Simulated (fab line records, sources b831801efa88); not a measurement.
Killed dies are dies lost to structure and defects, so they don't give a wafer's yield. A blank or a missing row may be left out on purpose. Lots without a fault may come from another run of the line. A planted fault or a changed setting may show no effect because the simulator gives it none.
Split-lot experiment | flow sfq_line | 5 lots, 23 wafers read, on a route of 325 steps

THE SPLIT
At SFQ_TRILAYER_I4_VIA_LITHO_COAT_103 (resist thk 650 nm), the setting resist_thk_nm was moved away from the recipe's 650 nm on 8 of the 23 wafers read, by -3.9% to +3.6%. The other wafers ran this setting at the recipe's value.

FROM THE SPLIT TO THE READING: what the file shows between them, 3 steps
- SFQ_TRILAYER_I4_VIA_LITHO_SOFTBAKE_107
- SFQ_TRILAYER_I4_VIA_LITHO_EXPOSE_104: exposes mask I4, target cd 700 nm
- SFQ_TRILAYER_I4_VIA_BARC_OPEN_VIA_ETCH_146: etches BARC in O2, target depth 125 nm, time 41.7 s

THE READING
KrF_of_TRILAYER_I4_VIA_LITHO_COAT_103.thk_nm (the simulator's own value, which no gauge read), in nm, at SFQ_TRILAYER_I4_VIA_ETCH_VIA_ETCH_106 (etches SiO2 in CHF3, stops on Nb, target depth 260 nm). The file gives no usual value for it. The 15 wafers here that ran the recipe average 528.1 nm, standard deviation 2.1 nm.

wafer  | tool, chamber at the split | resist_thk_nm as run, nm | against the recipe | KrF_of_TRILAYER_I4_VIA_LITHO_COAT_103.thk_nm, nm | against lot-mates on the recipe
L075.1 | litho_track-04, 0          | 650                      | recipe             | 526.4                                            | -
L075.2 | litho_track-04, 0          | 650                      | recipe             | 527.3                                            | -
L075.3 | litho_track-04, 0          | 650                      | recipe             | 525.6                                            | -
L075.5 | litho_track-04, 0          | 650                      | recipe             | 523.7                                            | -
L075.6 | litho_track-04, 0          | 650                      | recipe             | 529.6                                            | -
L077.1 | litho_track-03, 0          | 664                      | +2.2%              | 543.8                                            | +14.7
L077.2 | litho_track-03, 0          | 664                      | +2.2%              | 543.8                                            | +14.7
L077.4 | litho_track-03, 0          | 650                      | recipe             | 530.2                                            | -
L077.5 | litho_track-03, 0          | 650                      | recipe             | 528.9                                            | -
L077.6 | litho_track-03, 0          | 650                      | recipe             | 528.2                                            | -
L079.2 | litho_track-03, 0          | 650                      | recipe             | 528.9                                            | -
L079.4 | litho_track-03, 0          | 650                      | recipe             | 527.9                                            | -
L079.5 | litho_track-03, 0          | 650                      | recipe             | 526.4                                            | -
L083.1 | litho_track-04, 0          | 673.1                    | +3.6%              | 551.3                                            | +21.4
L083.2 | litho_track-04, 0          | 650                      | recipe             | 529.7                                            | -
L083.3 | litho_track-04, 0          | 673.1                    | +3.6%              | 549.9                                            | +20.0
L083.4 | litho_track-04, 0          | 673.1                    | +3.6%              | 553.8                                            | +23.9
L083.6 | litho_track-04, 0          | 650                      | recipe             | 530.1                                            | -
L084.1 | litho_track-02, 0          | 624.5                    | -3.9%              | 503                                              | -26.5
L084.2 | litho_track-02, 0          | 624.5                    | -3.9%              | 504.7                                            | -24.8
L084.3 | litho_track-02, 0          | 624.5                    | -3.9%              | 503.3                                            | -26.2
L084.4 | litho_track-02, 0          | 650                      | recipe             | 526.9                                            | -
L084.5 | litho_track-02, 0          | 650                      | recipe             | 532                                              | -

THE FIT
A straight line over all 23 wafers: KrF_of_TRILAYER_I4_VIA_LITHO_COAT_103.thk_nm changes by +6.48 nm for each +1% of resist_thk_nm; r = +0.99; the points scatter about the line by 1.9 nm.
The same after taking each lot's own level away (the mean of its wafers on the recipe; 23 wafers): +6.42 nm for each +1%; r = +0.99; scatter 1.6 nm.
On that fit, the largest move of resist_thk_nm shifts the reading by 25 nm.
The lots' own levels span 526.52 to 529.90 nm, that is 1.6 times the standard deviation above.
So the lot-to-lot level changes the slope little: the two slopes agree.
Check: with one of the wafers moved furthest among these (-3.9%) left out of the fit, the line predicts -25 nm for it against its lot-mates. It came out at -26.5 nm against them.

THE WHOLE CHAIN: every reading that the file lists as answering this split, in the file's order
step                                  | what it does                                          | reading                                                                                       | change (the file's fit)              | r (the file's)
SFQ_TRILAYER_I4_VIA_LITHO_COAT_103    | resist thk 650 nm                                     | KrF_of_TRILAYER_I4_VIA_LITHO_COAT_103.thk_nm (the simulator's own value, which no gauge read) | +6.5 nm for each +1% of the setting  | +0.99
SFQ_TRILAYER_I4_VIA_ETCH_VIA_ETCH_106 | etches SiO2 in CHF3, stops on Nb, target depth 260 nm | KrF_of_TRILAYER_I4_VIA_LITHO_COAT_103.thk_nm (the simulator's own value, which no gauge read) | +6.43 nm for each +1% of the setting | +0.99

THE FILE'S OWN FIT
KrF_of_TRILAYER_I4_VIA_LITHO_COAT_103.thk_nm changes by +6.43 nm for each +1% of resist_thk_nm, r = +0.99.
